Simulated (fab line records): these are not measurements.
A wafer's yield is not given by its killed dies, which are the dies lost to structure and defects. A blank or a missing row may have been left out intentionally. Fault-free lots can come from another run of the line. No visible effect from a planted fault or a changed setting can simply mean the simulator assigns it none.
A struck lot beside a sound one + flow sky130 + 43 out of 708 route steps
Sound: these wafers, L178.2, L178.4, L178.5. The struck wafers were L192.1, L192.2, L192.6. At the end, the cause is stated.
At each step with rows: each side's tool, then ch and its chambers, then its first start. Under that, the readings that differ: sound wafers + struck wafers + difference of the means + sigmas: that difference in standard deviations of wafers without a fault.
alike: words and numbers the same on both sides, and readings whose means are apart by under 2 such deviations; not compared: readings that were withheld, readings missing a value for some wafer, numbers with overlapping values and no deviation given by the record, and bounds like >300 which may hide the same value.
The two part at a step that has a row with sigmas, a row that says differs or no value, or rows on one side only. Numbers that have no deviation but don't overlap get no sigmas and don't part them. A reading missing from all wafers of one side parts the sides only when that side holds two or more wafers.

SKY_VT_ADJUST_LVTN_OVL_MEAS_07:
  sound on overlay-01 at day 7 04:38; struck on overlay-01 at day 11 01:07
  alike: VT_ADJUST_LVTN_OVL
following that, these wafers have no rows for 1 step: SKY_VT_ADJUST_LVTN_IMPLANT_08.
SKY_VT_ADJUST_LVTN_STRIP_09: strips in O2/N2.
  sound on plasmaAsher-02 ch 1, day 7 04:49; struck on plasmaAsher-04 ch 0,1, day 11 01:19
| reading                  | sound       | struck      | difference | sigmas |
|--------------------------|-------------|-------------|------------|--------|
| drypumpMotorCurrentA (A) | 6.3 6.3 6.3 | 5.1 5.1 5.1 | -1.2       | -2     |
  alike: o2FlowSccm, oesProductAu, stripTimeToEndpointS
  not compared: rfHoursCounterH
SKY_VT_ADJUST_LVTN_TW_MEAS_10:
  sound on filmMetro-02 at day 7 04:56; struck on filmMetro-02 at day 11 01:25
  alike: VT_ADJUST_LVTN_TW
then, 7 steps without rows for these wafers: SKY_VT_ADJUST_LVTN_DEHYDRATE_11 (time 60 s); SKY_VT_ADJUST_LVTN_HMDS_12 (prime time 60 s); SKY_VT_ADJUST_LVTN_COAT_13 (resist thk 1140 nm); SKY_VT_ADJUST_LVTN_SOFTBAKE_14 (time 60 s); SKY_VT_ADJUST_LVTN_EXPOSE_15 (exposes mask HVN STD DERIVED, target cd 600 nm); SKY_VT_ADJUST_LVTN_PEB_16; SKY_VT_ADJUST_LVTN_DEVELOP_17 (develop time 60 s).
SKY_VT_ADJUST_LVTN_OVL_MEAS_18:
  sound on overlay-02 at day 8 00:56; struck on overlay-01 at day 12 01:06
  alike: VT_ADJUST_LVTN_01_OVL
SKY_VT_ADJUST_LVTN_IMPLANT_19:
  sound on implanter-02 ch 0, day 8 01:00; struck on implanter-02 ch 0, day 12 01:08
  alike: beamOnS, doseIonsCm2
SKY_VT_ADJUST_LVTN_STRIP_20: strips in O2/N2.
  sound on plasmaAsher-04 ch 0,1, day 8 01:07; struck on plasmaAsher-01 ch 0,1, day 12 01:17
  alike: drypumpMotorCurrentA, o2FlowSccm, oesProductAu, stripTimeToEndpointS
  not compared: rfHoursCounterH
SKY_VT_ADJUST_LVTN_TW_MEAS_21:
  sound on filmMetro-01 at day 8 01:14; struck on filmMetro-02 at day 12 01:23
| reading             | sound             | struck            | difference | sigmas |
|---------------------|-------------------|-------------------|------------|--------|
| VT_ADJUST_LVTN_2_TW | 189.7 189.8 190.9 | 188.6 187.2 186.7 | -2.6       | -2     |
then, 7 steps without rows for these wafers: SKY_VT_ADJUST_NCORE_DEHYDRATE_00 (time 60 s); SKY_VT_ADJUST_NCORE_HMDS_01 (prime time 60 s); SKY_VT_ADJUST_NCORE_COAT_02 (resist thk 1140 nm); SKY_VT_ADJUST_NCORE_SOFTBAKE_03 (time 60 s); SKY_VT_ADJUST_NCORE_EXPOSE_04 (exposes mask LVTN COMPLEMENT THIN, target cd 380 nm); SKY_VT_ADJUST_NCORE_PEB_05; SKY_VT_ADJUST_NCORE_DEVELOP_06 (develop time 60 s).
SKY_VT_ADJUST_NCORE_CD_MEAS_07: target cd 380 nm.
  sound on cdSem-01 at day 8 21:52; struck on cdSem-01 at day 13 01:50
  alike: cdNm
SKY_VT_ADJUST_NCORE_OVL_MEAS_08:
  sound on overlay-01 at day 8 21:58; struck on overlay-02 at day 13 01:58
  alike: VT_ADJUST_NCORE_OVL
following that, these wafers have no rows for 1 step: SKY_VT_ADJUST_NCORE_IMPLANT_09.
SKY_VT_ADJUST_NCORE_STRIP_10: strips in O2/N2.
  sound on plasmaAsher-03 ch 0, day 8 22:08; struck on plasmaAsher-01 ch 0,1, day 13 02:08
  alike: drypumpMotorCurrentA, o2FlowSccm, oesProductAu, stripTimeToEndpointS
  not compared: rfHoursCounterH
SKY_VT_ADJUST_NCORE_TW_MEAS_11:
  sound on filmMetro-03 at day 8 22:15; struck on filmMetro-04 at day 13 02:14
| reading            | sound             | struck            | difference | sigmas |
|--------------------|-------------------|-------------------|------------|--------|
| VT_ADJUST_NCORE_TW | 218.2 218.9 219.4 | 221.4 222.3 221.6 | +2.9       | +2     |
then, 7 steps without rows for these wafers: SKY_VT_ADJUST_HVTR_DEHYDRATE_00 (time 60 s); SKY_VT_ADJUST_HVTR_HMDS_01 (prime time 60 s); SKY_VT_ADJUST_HVTR_COAT_02 (resist thk 1140 nm); SKY_VT_ADJUST_HVTR_SOFTBAKE_03 (time 60 s); SKY_VT_ADJUST_HVTR_EXPOSE_04 (exposes mask HVTRM, target cd 380 nm); SKY_VT_ADJUST_HVTR_PEB_05; SKY_VT_ADJUST_HVTR_DEVELOP_06 (develop time 60 s).
SKY_VT_ADJUST_HVTR_CD_MEAS_07: target cd 380 nm.
  sound on cdSem-01 at day 9 20:05; struck on cdSem-01 at day 14 04:46
  alike: cdNm
SKY_VT_ADJUST_HVTR_OVL_MEAS_08:
  sound on overlay-02 at day 9 20:11; struck on overlay-01 at day 14 04:53
  alike: VT_ADJUST_HVTR_OVL
following that, these wafers have no rows for 1 step: SKY_VT_ADJUST_HVTR_IMPLANT_09.
SKY_VT_ADJUST_HVTR_STRIP_10: strips in O2/N2.
  sound on plasmaAsher-03 ch 0,1, day 9 20:22; struck on plasmaAsher-02 ch 0,1, day 14 05:04
  alike: drypumpMotorCurrentA, o2FlowSccm, oesProductAu, stripTimeToEndpointS
  not compared: rfHoursCounterH
SKY_VT_ADJUST_HVTR_TW_MEAS_11:
  sound on filmMetro-04 at day 9 20:29; struck on filmMetro-03 at day 14 05:10
| reading           | sound             | struck            | difference | sigmas |
|-------------------|-------------------|-------------------|------------|--------|
| VT_ADJUST_HVTR_TW | 213.3 212.6 213.5 | 209.5 210.3 209.8 | -3.3       | -2     |
then, 3 steps without rows for these wafers: SKY_VT_ADJUST_PCH_DEHYDRATE_00 (time 60 s); SKY_VT_ADJUST_PCH_HMDS_01 (prime time 60 s); SKY_VT_ADJUST_PCH_COAT_02 (resist thk 3000 nm).
-- here the record skips 35 days between the struck wafers' starts before and after, leaving off in module VT_ADJUST_PCH and picking up in module PAD_OPEN (first step shown: number 708 of the route) --
SKY_PAD_OPEN_PROBE_99:
  sound on prober-02 at day 46 00:41; struck on prober-02 at day 49 14:29
| reading                            | sound                   | struck                  | difference | sigmas |
|------------------------------------|-------------------------|-------------------------|------------|--------|
| model.etest.tip_n_5v.rsOhmSqRange  | 32.73 27.67 28.13       | 42.24 48.3 54.66        | +18.89     |        |
| model.etest.nfetG5v0d10v5.vtVRange | 0.02072 0.01603 0.01717 | 0.02624 0.02611 0.03478 | +0.01107   |        |
  alike: killed_at_M0_to_M3, killed_at_M4_up, killedAtContacts, killedAtFrontEnd, killedAtOther, killedDies, killedOnRim, killedOpen, killedShort
  not compared: model.etest.resPwellUnderGate.rsOhmSqRange

== WHERE THEY PART ==
First at SKY_VT_ADJUST_LVTN_STRIP_09; last, within this record, at SKY_VT_ADJUST_HVTR_TW_MEAS_11. Later steps at which nothing parts them and some readings are alike: SKY_PAD_OPEN_PROBE_99.

WHY: what had been put in by the simulator
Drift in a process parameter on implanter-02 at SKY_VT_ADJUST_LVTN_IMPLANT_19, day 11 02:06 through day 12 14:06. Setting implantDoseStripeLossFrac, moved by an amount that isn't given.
